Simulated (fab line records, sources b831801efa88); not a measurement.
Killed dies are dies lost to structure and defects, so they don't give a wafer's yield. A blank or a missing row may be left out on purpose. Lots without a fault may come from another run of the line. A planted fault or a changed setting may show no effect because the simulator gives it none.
fab line records | flow sky130
record lots=5 wafers=15 last_day=50
route steps=708 shown LOCAL_INTERCONNECT@387 CONTACT@406
lots that met no fault: from a run of the same line without faults
start_h: hours from the record's first day to the start of the lot's first wafer shown | wait_h: hours since the lot's step before | " the same as in the row above | L1.1+2: a row that stands for several wafers | - no value, or no start given | * or withheld: withheld | < > ~ a bound
route shown NAME@n: a module of which the file shows steps, and the number in the route of the first | usual: mean/standard deviation of fault-free wafers | same: alike in all rows | chamber/n: place in a boat | sites: the reading at each site | _std_site: their standard deviation | _edge_site: outer sites' mean less inner sites' | radius_mm: how far each site lies from the wafer's centre | mask NAME#n: copy n | behind: the tool/chamber that last shaped the wafer | hold: why the lot was held/for how many hours/how that ended | device: the transistor (n, p or np) that didn't switch | end of line: the same wafers' tests at the end of the route | a step without rows: its recipe alone | killed: dies lost to structure and defects at the first sort, not the wafer's yield | map: a wafer's dies, x killed, . not, _ none there
set.NAME: the setting as run; set.NAME@STEP: as run at that earlier step | model.NAME: the simulator's own value behind a step, which no gauge read
lots at some steps of the route; a table a step, a row a wafer
services: from which hour (start_h, from the record's first day; less than 0 if before it) a tool's chamber was out of use, for how many hours, and why
## steps
# step SKY_LOCAL_INTERCONNECT_SPUTTER_00
# recipe material=TiN target_thk_nm=100 temp_c=300 power_w=6500 time_s=83.3 chamber_pressure_pa=0.4
# usual cathode_dc_power_W=6500.2/1.1 throttle_valve_pct=29.8/1.1
# same time_s=83.3
# columns lot.wafer tool chamber start_h wait_h cathode_dc_power_W throttle_valve_pct
L074.3 pvd_sputter-02 - 664.42 0.2 6499.8 30.0
L074.4 " - " " 6500.7 31.9
L074.5 " - " " 6500.7 29.5
L076.2 pvd_sputter-02 - 690.87 0.1 6501.8 30.3
L076.3 " - " " 6500.4 29.5
L076.4 " - " " 6499.8 30.5
L079.1 pvd_sputter-01 - 708.73 0.1 6500.8 30.0
L079.3 " - " " 6497.6 29.8
L079.5 " - " " 6500.5 29.7
L085.3 pvd_sputter-04 - 768.72 0.1 6500.0 29.2
L085.5 " - " " 6499.7 29.1
L085.6 " - " " 6499.6 29.3
L095.1 pvd_sputter-02 - 850.72 0.2 6500.2 30.6
L095.2 " - " " 6500.6 29.4
L095.5 " - " " 6499.1 30.3
# step SKY_LOCAL_INTERCONNECT_RS_MEAS_01
# recipe thk_meas_gauge=four-point-probe reads=TiN_of_LOCAL_INTERCONNECT_SPUTTER_00
# usual LOCAL_INTERCONNECT_TIN_RS=14.05/0.17
# columns lot.wafer tool chamber start_h wait_h LOCAL_INTERCONNECT_TIN_RS[ohm/sq]
L074.3 film_metro-01 - 664.52 0.1 14.12
L074.4 " - " " 13.93
L074.5 " - " " 14.31
L076.2 film_metro-02 - 690.95 0.1 13.93
L076.3 " - " " 14.05
L076.4 " - " " 13.63
L079.1 film_metro-01 - 708.80 0.0 14.12
L079.3 " - " " 14.23
L079.5 " - " " 14.09
L085.3 film_metro-01 - 768.83 0.1 14.28
L085.5 " - " " 14.25
L085.6 " - " " 14.35
L095.1 film_metro-01 - 850.78 0.0 14.36
L095.2 " - " " 14.21
L095.5 " - " " 13.97
# step SKY_LOCAL_INTERCONNECT_THK_MEAS_02
# recipe thk_meas_gauge=xrf reads=TiN_of_LOCAL_INTERCONNECT_SPUTTER_00
# usual LOCAL_INTERCONNECT_TIN_THK=100.7/1.2
# columns lot.wafer tool chamber start_h wait_h LOCAL_INTERCONNECT_TIN_THK[nm]
L074.3 film_metro-01 - 664.62 0.1 99.7
L074.4 " - " " 101.3
L074.5 " - " " 98.9
L076.2 film_metro-02 - 691.06 0.1 101.4
L076.3 " - " " 100.9
L076.4 " - " " 103.4
L079.1 film_metro-01 - 708.92 0.1 100.4
L079.3 " - " " 99.1
L079.5 " - " " 100.5
L085.3 film_metro-01 - 768.93 0.1 98.4
L085.5 " - " " 99.1
L085.6 " - " " 98.5
L095.1 film_metro-01 - 850.90 0.1 98.3
L095.2 " - " " 99.1
L095.5 " - " " 100.6
# step SKY_LOCAL_INTERCONNECT_DEHYDRATE_03
# recipe temp_c=200 time_s=60
# same time_s=60
# columns lot.wafer tool chamber start_h wait_h
L074.3+4+5 litho_track-03 0 677.90 13.3
L076.2+3+4 litho_track-02 0 704.40 13.3
L079.1+3+5 litho_track-02 0 721.78 12.8
L085.3+5+6 litho_track-01 0 782.25 13.3
L095.1+2+5 litho_track-03 0 862.75 11.8
# step SKY_LOCAL_INTERCONNECT_HMDS_04
# recipe prime_time_s=60 prime_temp_c=120
# columns lot.wafer tool chamber start_h wait_h
L074.3+4+5 litho_track-03 0 678.05 0.1
L076.2+3+4 litho_track-02 0 704.55 0.1
L079.1+3+5 litho_track-02 0 721.93 0.1
L085.3+5+6 litho_track-01 0 782.40 0.1
L095.1+2+5 litho_track-03 0 862.90 0.1
# step SKY_LOCAL_INTERCONNECT_COAT_05
# recipe resist=BARC temp_c=withheld time_s=withheld spin_rpm=3000 resist_thk_nm=60
# columns lot.wafer tool chamber start_h wait_h
L074.3+4+5 litho_track-03 0 678.20 0.1
L076.2+3+4 litho_track-02 0 704.70 0.1
L079.1+3+5 litho_track-02 0 722.08 0.1
L085.3+5+6 litho_track-01 0 782.55 0.1
L095.1+2+5 litho_track-03 0 863.05 0.1
# step SKY_LOCAL_INTERCONNECT_COAT_06
# recipe resist=KrF-thick spin_rpm=3000 resist_thk_nm=450
# columns lot.wafer tool chamber start_h wait_h
L074.3+4+5 litho_track-03 0 - -
L076.2+3+4 litho_track-02 0 - -
L079.1+3+5 litho_track-02 0 - -
L085.3+5+6 litho_track-01 0 - -
L095.1+2+5 litho_track-03 0 - -
# step SKY_LOCAL_INTERCONNECT_SOFTBAKE_07
# recipe temp_c=100 time_s=90 resist=KrF-thick
# same time_s=90
# columns lot.wafer tool chamber start_h wait_h
L074.3+4+5 litho_track-03 0 - -
L076.2+3+4 litho_track-02 0 - -
L079.1+3+5 litho_track-02 0 - -
L085.3+5+6 litho_track-01 0 - -
L095.1+2+5 litho_track-03 0 - -
# step SKY_LOCAL_INTERCONNECT_EXPOSE_08
# recipe mask_id=LI1M na=0.8 source_shape=annular sigma_inner=0.55 sigma_outer=0.85 target_cd_nm=170 dose_mj=28
# usual focus_offset_nm=0.0/0.48
# same na=0.8 sigma_outer=0.85
# columns lot.wafer tool chamber start_h wait_h mask focus_offset_nm
L074.3 krf_scanner-01 0 - - LI1M#0 0.5
L074.4 " 0 " " LI1M#0 0.2
L074.5 " 0 " " LI1M#0 0.6
L076.2 krf_scanner-02 0 - - LI1M#0 0.6
L076.3 " 0 " " LI1M#0 0.3
L076.4 " 0 " " LI1M#0 0.4
L079.1 krf_scanner-01 0 - - LI1M#0 0.3
L079.3 " 0 " " LI1M#0 0.2
L079.5 " 0 " " LI1M#0 0.5
L085.3 krf_scanner-01 0 - - LI1M#0 0.7
L085.5 " 0 " " LI1M#0 -0.2
L085.6 " 0 " " LI1M#0 0.2
L095.1 krf_scanner-01 0 - - LI1M#0 -0.4
L095.2 " 0 " " LI1M#0 -0.4
L095.5 " 0 " " LI1M#0 0.0
# step SKY_LOCAL_INTERCONNECT_PEB_09
# recipe peb_temp_c=withheld peb_time_s=withheld resist=KrF-thick
# columns lot.wafer tool chamber start_h wait_h
L074.3+4+5 litho_track-02 0 - -
L076.2+3+4 litho_track-03 0 - -
L079.1+3+5 litho_track-01 0 - -
L085.3+5+6 litho_track-03 0 - -
L095.1+2+5 litho_track-03 0 - -
# step SKY_LOCAL_INTERCONNECT_DEVELOP_10
# recipe develop_time_s=60 resist=KrF-thick dev_temp_c=21
# columns lot.wafer tool chamber start_h wait_h
L074.3+4+5 litho_track-02 0 - -
L076.2+3+4 litho_track-03 0 - -
L079.1+3+5 litho_track-01 0 - -
L085.3+5+6 litho_track-03 0 - -
L095.1+2+5 litho_track-03 0 - -
# step SKY_LOCAL_INTERCONNECT_CD_MEAS_11
# recipe target_cd_nm=170
# usual cd_nm=170.5/1.6
# columns lot.wafer tool chamber start_h wait_h cd_nm
L074.3 cd_sem-01 - 692.27 - 168.9
L074.4 " - " " 169.1
L074.5 " - " " 169.3
L076.2 cd_sem-01 - 719.22 - 168.9
L076.3 " - " " 169.4
L076.4 " - " " 168.8
L079.1 cd_sem-01 - 735.80 - 171.7
L079.3 " - " " 170.9
L079.5 " - " " 171.5
L085.3 cd_sem-02 - 795.49 - 169.5
L085.5 " - " " 166.3
L085.6 " - " " 169.6
L095.1 cd_sem-01 - 877.25 - 169.6
L095.2 " - " " 169.9
L095.5 " - " " 171.2
# step SKY_LOCAL_INTERCONNECT_OVL_MEAS_12
# usual LOCAL_INTERCONNECT_OVL=3/5.9
# columns lot.wafer tool chamber start_h wait_h LOCAL_INTERCONNECT_OVL[nm]
L074.3 overlay-01 - 692.36 0.1 0
L074.4 " - " " 8
L074.5 " - " " -5
L076.2 overlay-01 - 719.33 0.1 7
L076.3 " - " " 7
L076.4 " - " " 1
L079.1 overlay-02 - 735.92 0.1 -4
L079.3 " - " " -1
L079.5 " - " " -2
L085.3 overlay-01 - 795.59 0.1 0
L085.5 " - " " 0
L085.6 " - " " -2
L095.1 overlay-02 - 877.37 0.1 -6
L095.2 " - " " -10
L095.5 " - " " -2
# step SKY_LOCAL_INTERCONNECT_ETCH_13
# recipe chemistry=N2/H2 target=BARC ion_energy_ev=200 bias_w=100 pressure_mtorr=30 n2_flow_sccm=100 h2_flow_sccm=200 icp_w=500 stop_on=SiO2 time_s=45.9 target_depth_a=600
# usual chamber_pressure_mTorr=30.00/0.032 drypump_motor_current_A=5.4/0.46 oes_product_au=0.855/0.0046 throttle_valve_pct=13.225/0.0083
# same time_s=45.9
# columns lot.wafer tool chamber start_h wait_h chamber_pressure_mTorr drypump_motor_current_A oes_product_au rf_hours_counter_h throttle_valve_pct
L074.3 rie_metal-04 1 692.40 0.0 30.05 6.3 0.847 - 13.234
L074.4 " 0 " " 30.10 5.3 0.863 - 13.229
L074.5 " 0 " " 30.02 5.3 0.847 - 13.224
L076.2 rie_metal-04 0 719.36 0.0 29.98 5.3 0.856 13 13.224
L076.3 " 0 " " 30.02 5.3 0.858 - 13.223
L076.4 " 1 " " 30.00 6.3 0.854 - 13.218
L079.1 rie_metal-02 0 735.95 0.0 30.03 5.6 0.850 6 13.219
L079.3 " 0 " " 30.05 5.6 0.851 - 13.227
L079.5 " 0 " " 29.96 5.6 0.856 - 13.224
L085.3 rie_metal-01 1 795.63 0.0 29.98 5.3 0.861 - 13.235
L085.5 " 1 " " 29.99 5.3 0.852 - 13.231
L085.6 " 0 " " 30.03 4.7 0.856 - 13.219
L095.1 rie_metal-04 0 877.41 0.0 30.04 5.3 0.851 3 13.195
L095.2 " 0 " " 29.98 5.3 0.857 - 13.230
L095.5 " 0 " " 29.99 5.3 0.857 - 13.229
# step SKY_LOCAL_INTERCONNECT_METAL_ETCH_14
# recipe target_depth_nm=110 stop_on=PSG chemistry=Cl2/BCl3 target=TiN resist_sidewall_deg=88 pressure_mtorr=10 icp_w=900 bias_w=48.5 Cl2_flow_sccm=60 bcl3_flow_sccm=30 time_s=31.4
# usual chamber_pressure_mTorr=9.999/0.0091 drypump_motor_current_A=5.4/0.46 mfc_cl2_sccm=59.98/0.18 oes_product_au=0.945/0.0077 throttle_valve_pct=21.899/0.009
# same time_s=31.4
# columns lot.wafer tool chamber start_h wait_h chamber_pressure_mTorr drypump_motor_current_A mfc_cl2_sccm oes_product_au rf_hours_counter_h throttle_valve_pct
L074.3 rie_metal-04 1 692.46 0.0 10.000 6.3 59.88 0.939 - 21.892
L074.4 " 0 " " 10.006 5.3 59.83 0.951 - 21.893
L074.5 " 0 " " 10.001 5.3 60.33 0.941 - 21.912
L076.2 rie_metal-04 0 719.42 0.0 9.975 5.3 59.90 0.948 13 21.887
L076.3 " 0 " " 10.000 5.3 60.03 0.946 - 21.901
L076.4 " 1 " " 10.002 6.3 60.14 0.964 - 21.880
L079.1 rie_metal-02 0 736.08 0.1 10.004 5.6 59.98 0.946 6 21.912
L079.3 " 0 " " 10.008 5.6 60.28 0.938 - 21.902
L079.5 " 0 " " 10.016 5.6 59.96 0.943 - 21.907
L085.3 rie_metal-01 1 795.69 0.0 9.997 5.3 59.96 0.935 - 21.900
L085.5 " 1 " " 10.012 5.3 59.89 0.936 - 21.900
L085.6 " 0 " " 10.001 4.6 60.04 0.936 - 21.920
L095.1 rie_metal-04 0 877.54 0.1 10.007 5.3 59.92 0.936 3 21.911
L095.2 " 0 " " 9.988 5.3 60.21 0.940 - 21.892
L095.5 " 0 " " 10.007 5.3 59.97 0.952 - 21.908
# step SKY_LOCAL_INTERCONNECT_STRIP_15
# recipe chemistry=O2/N2 power_w=1400 pressure_mtorr=1500 platen_temp_c=withheld o2_flow_sccm=3000 n2_flow_sccm=300 overash_fraction=0.5
# usual chamber_pressure_mTorr=1500.0/1.4 drypump_motor_current_A=5.6/0.34 oes_product_au=0.427/0.0048 strip_time_to_endpoint_s=4.725/0.025
# columns lot.wafer tool chamber start_h wait_h chamber_pressure_mTorr drypump_motor_current_A oes_product_au rf_hours_counter_h strip_time_to_endpoint_s
L074.3 plasma_asher-04 1 692.53 0.1 1499.0 6.1 0.422 - 4.676
L074.4 " 0 " " 1499.2 5.8 0.414 - 4.698
L074.5 " 0 " " 1501.3 5.8 0.437 - 4.703
L076.2 plasma_asher-04 0 719.47 0.0 1498.0 5.8 0.429 29 4.723
L076.3 " 0 " " 1500.0 5.8 0.426 - 4.688
L076.4 " 1 " " 1501.3 6.1 0.428 - 4.684
L079.1 plasma_asher-04 0 736.18 0.1 1499.2 5.8 0.423 31 4.746
L079.3 " 1 " " 1499.5 6.1 0.424 - 4.726
L079.5 " 1 " " 1501.1 6.1 0.429 - 4.739
L085.3 plasma_asher-04 1 795.76 0.1 1501.7 6.1 0.425 - 4.710
L085.5 " 1 " " 1501.0 6.1 0.422 - 4.718
L085.6 " 0 " " 1498.6 5.9 0.435 - 4.708
L095.1 plasma_asher-02 1 877.64 0.1 1500.6 5.2 0.423 76 4.743
L095.2 " 0 " " 1497.3 5.4 0.425 76 4.747
L095.5 " 1 " " 1498.5 5.2 0.434 - 4.742
# step SKY_LOCAL_INTERCONNECT_STRIP_16
# recipe chemistry=post_etch_residue_remover time_s=1200 temp_c=72.5
# same time_s=1200
# columns lot.wafer tool chamber start_h wait_h
L074.3+4+5 wet_bench-04 1 692.60 0.0
L076.2+3+4 wet_bench-03 3 719.57 0.1
L079.1+3+5 wet_bench-02 1 736.28 0.1
L085.3+5+6 wet_bench-03 0 795.82 0.0
L095.1+2+5 wet_bench-02 3 877.74 0.1
# step SKY_LOCAL_INTERCONNECT_CLEAN_17
# recipe chemistry=IPA time_s=180 temp_c=25
# same time_s=180
# columns lot.wafer tool chamber start_h wait_h
L074.3+4+5 wet_bench-02 3 692.94 0.0
L076.2+3+4 wet_bench-04 1 719.92 0.0
L079.1+3+5 wet_bench-04 2 736.62 0.0
L085.3+5+6 wet_bench-02 3 796.17 0.0
L095.1+2+5 wet_bench-04 3 878.08 0.0
# step SKY_LOCAL_INTERCONNECT_CLEAN_18
# recipe chemistry=O3/DIW dry=n2_spin
# columns lot.wafer tool chamber start_h wait_h
L074.3+4+5 wet_bench-03 3 693.00 0.0
L076.2+3+4 wet_bench-02 0 719.98 0.0
L079.1+3+5 wet_bench-03 0 736.68 0.0
L085.3+5+6 wet_bench-03 1 796.22 0.0
L095.1+2+5 wet_bench-03 1 878.14 0.0
# step SKY_CONTACT_CVD_00
# recipe material=Si3N4 target_thk_nm=75 temp_c=400 time_s=withheld rf_w=450
# usual heater_power_w=687/97
# columns lot.wafer tool chamber start_h wait_h heater_power_w
L074.3 pecvd-01 2 693.10 0.0 749
L074.4 " 2 " " 746
L074.5 " 1 " " 615
L076.2 pecvd-02 1 720.08 0.0 641
L076.3 " 2 " " 755
L076.4 " 2 " " 756
L079.1 pecvd-01 2 736.78 0.0 884
L079.3 " 1 " " 577
L079.5 " 0 " " 668
L085.3 pecvd-01 2 796.32 0.0 813
L085.5 " 0 " " 676
L085.6 " 2 " " 814
L095.1 pecvd-02 0 878.24 0.0 657
L095.2 " 2 " " 622
L095.5 " 2 " " 646
# step SKY_CONTACT_THK_MEAS_01
# recipe reads=Si3N4_of_CONTACT_CVD_00
# usual CONTACT_CVD_00_THK=74.4/1.2
# columns lot.wafer tool chamber start_h wait_h CONTACT_CVD_00_THK[nm]
L074.3 film_metro-03 - 693.15 - 72.6
L074.4 " - " " 73.7
L074.5 " - " " 73.7
L076.2 film_metro-04 - 720.12 - 73.9
L076.3 " - " " 72.2
L076.4 " - " " 74.0
L079.1 film_metro-03 - 736.82 - 74.3
L079.3 " - " " 74.1
L079.5 " - " " 75.3
L085.3 film_metro-03 - 796.37 - 74.6
L085.5 " - " " 74.7
L085.6 " - " " 77.1
L095.1 film_metro-03 - 878.27 - 72.9
L095.2 " - " " 75.5
L095.5 " - " " 75.7
# step SKY_CONTACT_HDPCVD_02
# recipe material=SiO2 target_thk_nm=565 sigma_open_frac=0.3 time_s=94.2 temp_c=600 sih4_flow_sccm=60 pressure_mtorr=6
# same time_s=94.2
# columns lot.wafer tool chamber start_h wait_h
L074.3+4+5 hdpcvd-01 1,0,1 693.19 0.0
L076.2+3+4 hdpcvd-01 2,1,2 720.17 0.0
L079.1+3+5 hdpcvd-02 0,1,0 736.88 0.1
L085.3+5+6 hdpcvd-01 0,2,0 796.44 0.1
L095.1+2+5 hdpcvd-01 2,0,0 878.33 0.1
# step SKY_CONTACT_THK_MEAS_03
# recipe reads=SiO2_of_CONTACT_HDPCVD_02
# usual CONTACT_HDPCVD_THK=563/6.3
# columns lot.wafer tool chamber start_h wait_h CONTACT_HDPCVD_THK[nm]
L074.3 film_metro-04 - 693.28 0.1 561
L074.4 " - " " 569
L074.5 " - " " 558
L076.2 film_metro-02 - 720.25 0.0 565
L076.3 " - " " 566
L076.4 " - " " 564
L079.1 film_metro-04 - 736.95 0.0 558
L079.3 " - " " 561
L079.5 " - " " 558
L085.3 film_metro-03 - 796.53 0.1 558
L085.5 " - " " 565
L085.6 " - " " 561
L095.1 film_metro-04 - 878.40 0.0 557
L095.2 " - " " 555
L095.5 " - " " 561
# step SKY_CONTACT_CMP_04
# recipe material=SiO2 down_force_psi=4 platen_rpm=60 pad_velocity_m_s=0.94248
# usual motor_current_A=12.1/1.1 time_to_endpoint_s=81/5.9
# columns lot.wafer tool chamber start_h wait_h motor_current_A time_to_endpoint_s
L074.4 cmp-02 1 693.37 0.1 10.9 84
L074.3 " 3 " " 10.5 77
L074.5 " 1 " " 10.8 80
L076.2 cmp-01 1 720.30 0.0 11.1 84
L076.4 " 2 " " 12.2 84
L076.3 " 3 " " 12.9 88
L079.1 cmp-02 0 737.11 0.1 13.5 81
L079.3 " 1 " " 11.8 79
L079.5 " 3 " " 10.7 75
L085.3 cmp-02 2 796.62 0.1 11.0 66
L085.5 " 1 " " 11.4 76
L085.6 " 2 " " 11.4 70
L095.2 cmp-01 0 878.56 0.1 13.2 86
L095.1 " 1 " " 11.3 78
L095.5 " 2 " " 12.7 85
# step SKY_CONTACT_BOW_MEAS_05
# recipe mode=bow
# usual CONTACT_BOW=82/7.2
# columns lot.wafer tool chamber start_h wait_h CONTACT_BOW[um]
L074.3 film_metro-03 - 693.66 0.1 76
L074.4 " - " " 74
L074.5 " - " " 81
L076.2 film_metro-04 - 720.62 0.3 76
L076.3 " - " " 92
L076.4 " - " " 84
L079.1 film_metro-04 - 737.31 0.1 91
L079.3 " - " " 84
L079.5 " - " " 78
L085.3 film_metro-04 - 796.91 0.2 75
L085.5 " - " " 74
L085.6 " - " " 82
L095.1 film_metro-03 - 878.76 0.1 78
L095.2 " - " " 87
L095.5 " - " " 84
# step SKY_CONTACT_DEHYDRATE_06
# recipe temp_c=200 time_s=60
# same time_s=60
# columns lot.wafer tool chamber start_h wait_h
L074.3+4+5 litho_track-03 0 707.35 13.7
L076.2+3+4 litho_track-03 0 733.58 12.9
L079.1+3+5 litho_track-04 0 750.60 13.3
L085.3+5+6 litho_track-04 0 809.40 12.5
L095.1+2+5 litho_track-02 0 890.08 11.3
# step SKY_CONTACT_HMDS_07
# recipe prime_time_s=60 prime_temp_c=120
# columns lot.wafer tool chamber start_h wait_h
L074.3+4+5 litho_track-03 0 707.50 0.1
L076.2+3+4 litho_track-03 0 733.73 0.1
L079.1+3+5 litho_track-04 0 750.75 0.1
L085.3+5+6 litho_track-04 0 809.55 0.1
L095.1+2+5 litho_track-02 0 890.23 0.1
# step SKY_CONTACT_COAT_08
# recipe resist=BARC temp_c=withheld time_s=withheld spin_rpm=3000 resist_thk_nm=60
# columns lot.wafer tool chamber start_h wait_h
L074.3+4+5 litho_track-03 0 707.65 0.1
L076.2+3+4 litho_track-03 0 733.88 0.1
L079.1+3+5 litho_track-04 0 750.90 0.1
L085.3+5+6 litho_track-04 0 809.70 0.1
L095.1+2+5 litho_track-02 0 890.38 0.1
# step SKY_CONTACT_COAT_09
# recipe resist=KrF-thick spin_rpm=3000 resist_thk_nm=446
# columns lot.wafer tool chamber start_h wait_h
L074.3+4+5 litho_track-03 0 - -
L076.2+3+4 litho_track-03 0 - -
L079.1+3+5 litho_track-04 0 - -
L085.3+5+6 litho_track-04 0 - -
L095.1+2+5 litho_track-02 0 - -
# step SKY_CONTACT_SOFTBAKE_10
# recipe temp_c=100 time_s=90 resist=KrF-thick
# same time_s=90
# columns lot.wafer tool chamber start_h wait_h
L074.3+4+5 litho_track-03 0 - -
L076.2+3+4 litho_track-03 0 - -
L079.1+3+5 litho_track-04 0 - -
L085.3+5+6 litho_track-04 0 - -
L095.1+2+5 litho_track-02 0 - -
# step SKY_CONTACT_EXPOSE_11
# recipe mask_id=CTM1 na=0.8 source_shape=annular sigma_inner=0.55 sigma_outer=0.85 target_cd_nm=170 dose_mj=38.38
# usual focus_offset_nm=0.1/0.48
# same na=0.8 sigma_outer=0.85
# columns lot.wafer tool chamber start_h wait_h mask focus_offset_nm
L074.3 krf_scanner-01 0 - - CTM1#0 0.2
L074.4 " 0 " " CTM1#0 -0.2
L074.5 " 0 " " CTM1#0 -0.5
L076.2 krf_scanner-02 0 - - CTM1#0 0.5
L076.3 " 0 " " CTM1#0 -0.3
L076.4 " 0 " " CTM1#0 0.3
L079.1 krf_scanner-02 0 - - CTM1#0 -0.6
L079.3 " 0 " " CTM1#0 -1.2
L079.5 " 0 " " CTM1#0 -0.2
L085.3 krf_scanner-02 0 - - CTM1#0 -0.4
L085.5 " 0 " " CTM1#0 -0.1
L085.6 " 0 " " CTM1#0 -0.6
L095.1 krf_scanner-02 0 - - CTM1#0 0.4
L095.2 " 0 " " CTM1#0 -0.4
L095.5 " 0 " " CTM1#0 0.0
# step SKY_CONTACT_PEB_12
# recipe peb_temp_c=withheld peb_time_s=withheld resist=KrF-thick
# columns lot.wafer tool chamber start_h wait_h
L074.3+4+5 litho_track-03 0 - -
L076.2+3+4 litho_track-04 0 - -
L079.1+3+5 litho_track-04 0 - -
L085.3+5+6 litho_track-02 0 - -
L095.1+2+5 litho_track-03 0 - -
# step SKY_CONTACT_DEVELOP_13
# recipe develop_time_s=60 resist=KrF-thick dev_temp_c=21
# columns lot.wafer tool chamber start_h wait_h
L074.3+4+5 litho_track-03 0 - -
L076.2+3+4 litho_track-04 0 - -
L079.1+3+5 litho_track-04 0 - -
L085.3+5+6 litho_track-02 0 - -
L095.1+2+5 litho_track-03 0 - -
# step SKY_CONTACT_CD_MEAS_14
# recipe target_cd_nm=170
# usual cd_nm=169.9/1.3
# columns lot.wafer tool chamber start_h wait_h cd_nm
L074.3 cd_sem-01 - 721.64 - 167.8
L074.4 " - " " 170.1
L074.5 " - " " 167.9
L076.2 cd_sem-02 - 747.77 - 169.1
L076.3 " - " " 167.6
L076.4 " - " " 168.7
L079.1 cd_sem-02 - 765.00 - 170.5
L079.3 " - " " 170.7
L079.5 " - " " 170.6
L085.3 cd_sem-01 - 823.12 - 170.0
L085.5 " - " " 167.8
L085.6 " - " " 170.2
L095.1 cd_sem-01 - 904.65 - 166.7
L095.2 " - " " 167.9
L095.5 " - " " 167.4
# step SKY_CONTACT_OVL_MEAS_15
# usual CONTACT_OVL=-1/5.2
# columns lot.wafer tool chamber start_h wait_h CONTACT_OVL[nm]
L074.3 overlay-02 - 721.74 0.1 1
L074.4 " - " " 3
L074.5 " - " " 4
L076.2 overlay-01 - 747.88 0.1 0
L076.3 " - " " 3
L076.4 " - " " 4
L079.1 overlay-02 - 765.12 0.1 4
L079.3 " - " " 1
L079.5 " - " " -3
L085.3 overlay-01 - 823.21 0.1 2
L085.5 " - " " 2
L085.6 " - " " 6
L095.1 overlay-01 - 904.77 0.1 9
L095.2 " - " " 0
L095.5 " - " " 3
# step SKY_CONTACT_ETCH_16
# recipe chemistry=N2/H2 target=BARC ion_energy_ev=200 source_w=500 bias_w=100 pressure_mtorr=30 n2_flow_sccm=100 h2_flow_sccm=200 stop_on=SiO2 time_s=45.9 target_depth_a=600
# usual chamber_pressure_mTorr=29.998/0.026 drypump_motor_current_A=5.5/0.48 oes_product_au=0.854/0.005 throttle_valve_pct=13.225/0.0083
# same time_s=45.9
# columns lot.wafer tool chamber start_h wait_h chamber_pressure_mTorr drypump_motor_current_A oes_product_au rf_hours_counter_h throttle_valve_pct
L074.3 rie_diel-04 3 721.76 0.0 30.016 5.1 0.852 7 13.227
L074.4 " 1 " " 30.034 5.6 0.853 5 13.219
L074.5 " 2 " " 30.015 6.2 0.850 - 13.239
L076.2 rie_diel-04 0 747.91 0.0 30.030 4.8 0.852 9 13.245
L076.3 " 1 " " 29.981 5.6 0.846 5 13.234
L076.4 " 3 " " 30.005 5.1 0.859 7 13.232
L079.1 rie_diel-04 3 765.16 0.0 29.989 5.1 0.856 8 13.217
L079.3 " 2 " " 30.010 6.2 0.866 7 13.227
L079.5 " 1 " " 30.016 5.6 0.857 - 13.224
L085.3 rie_diel-04 2 823.23 0.0 30.017 6.2 0.855 9 13.211
L085.5 " 2 " " 30.000 6.2 0.854 - 13.230
L085.6 " 1 " " 30.002 5.6 0.854 - 13.223
L095.1 rie_diel-04 1 904.81 0.0 30.021 5.6 0.850 10 13.219
L095.2 " 2 " " 29.998 6.2 0.856 12 13.234
L095.5 " 0 " " 29.980 4.8 0.854 - 13.227
# step SKY_CONTACT_ETCH_17
# recipe target=SiO2 chemistry=C4F8/O2/Ar stop_on=Si3N4 mask_material=KrF-thick source_w=1500 bias_w=1200 pressure_mtorr=40 c4f8_flow_sccm=withheld O2_flow_sccm=6 Ar_flow_sccm=300 time_s=withheld target_depth_a=3400
# usual chamber_pressure_mTorr=40.00/0.031 oes_product_au=0.891/0.005
# columns lot.wafer tool chamber start_h wait_h chamber_pressure_mTorr oes_product_au
L074.3 rie_diel-04 3 721.80 0.0 39.98 0.888
L074.4 " 1 " " 40.00 0.882
L074.5 " 2 " " 40.02 0.885
L076.2 rie_diel-04 0 747.95 0.0 40.00 0.887
L076.3 " 1 " " 40.00 0.894
L076.4 " 3 " " 39.98 0.891
L079.1 rie_diel-04 3 765.20 0.0 39.99 0.882
L079.3 " 2 " " 40.00 0.896
L079.5 " 1 " " 40.02 0.896
L085.3 rie_diel-04 2 823.27 0.0 39.99 0.888
L085.5 " 2 " " 39.97 0.884
L085.6 " 1 " " 40.05 0.890
L095.1 rie_diel-04 1 904.85 0.0 40.04 0.886
L095.2 " 2 " " 39.97 0.895
L095.5 " 0 " " 40.04 0.888
# step SKY_CONTACT_ETCH_18
# recipe target=Si3N4 chemistry=CHF3/O2 stop_on=TiN source_w=600 bias_w=200 pressure_mtorr=40 chf3_flow_sccm=50 O2_flow_sccm=5 time_s=39 target_depth_a=750
# usual chamber_pressure_mTorr=39.99/0.04 drypump_motor_current_A=5.5/0.48 oes_product_au=0.850/0.0085 throttle_valve_pct=8.792/0.0088
# same time_s=39
# columns lot.wafer tool chamber start_h wait_h chamber_pressure_mTorr drypump_motor_current_A oes_product_au rf_hours_counter_h throttle_valve_pct
L074.3 rie_diel-04 3 - - 39.97 5.1 0.830 7 8.774
L074.4 " 1 " " 40.00 5.6 0.837 5 8.793
L074.5 " 2 " " 39.93 6.2 0.854 - 8.791
L076.2 rie_diel-04 0 - - 40.03 4.8 0.844 9 8.776
L076.3 " 1 " " 39.96 5.6 0.843 5 8.781
L076.4 " 3 " " 40.06 5.1 0.843 7 8.793
L079.1 rie_diel-04 3 - - 39.97 5.1 0.856 8 8.785
L079.3 " 2 " " 40.02 6.1 0.844 7 8.773
L079.5 " 1 " " 40.00 5.6 0.857 - 8.796
L085.3 rie_diel-04 2 - - 40.01 6.1 0.859 9 8.799
L085.5 " 2 " " 39.96 6.1 0.848 - 8.794
L085.6 " 1 " " 39.97 5.6 0.864 - 8.792
L095.1 rie_diel-04 1 - - 40.06 5.6 0.838 10 8.789
L095.2 " 2 " " 40.04 6.1 0.850 12 8.805
L095.5 " 0 " " 39.95 4.8 0.857 - 8.781
## services
# columns tool chamber start_h hours kind
hdpcvd-01 - 650.75 15.0 pm
krf_scanner-01 - 665.62 0.8 pm
krf_scanner-02 - 667.84 0.3 repair
krf_scanner-02 - 669.00 1.3 pm
krf_scanner-02 - 671.46 1.0 pm
krf_scanner-02 - 673.07 1.3 repair
krf_scanner-01 - 673.77 0.3 repair
krf_scanner-01 - 680.64 21.0 pm
rie_diel-04 1 701.69 6.6 repair
rie_diel-04 2 704.91 8.3 repair
krf_scanner-02 - 709.08 11.6 pm
krf_scanner-01 - 733.65 7.2 pm
rie_metal-04 1 741.73 2.8 repair
krf_scanner-02 - 762.39 0.8 pm
krf_scanner-01 - 763.21 1.0 pm
krf_scanner-01 - 768.33 1.3 pm
hdpcvd-01 1 792.72 4.4 repair
rie_diel-04 0 819.41 6.5 repair
krf_scanner-01 - 834.42 0.8 pm
krf_scanner-02 - 840.46 1.0 pm
krf_scanner-02 - 844.90 1.3 pm
krf_scanner-02 - 860.70 3.0 pm
krf_scanner-01 - 863.70 3.6 pm
krf_scanner-02 - 871.84 2.5 repair
## key
fault none
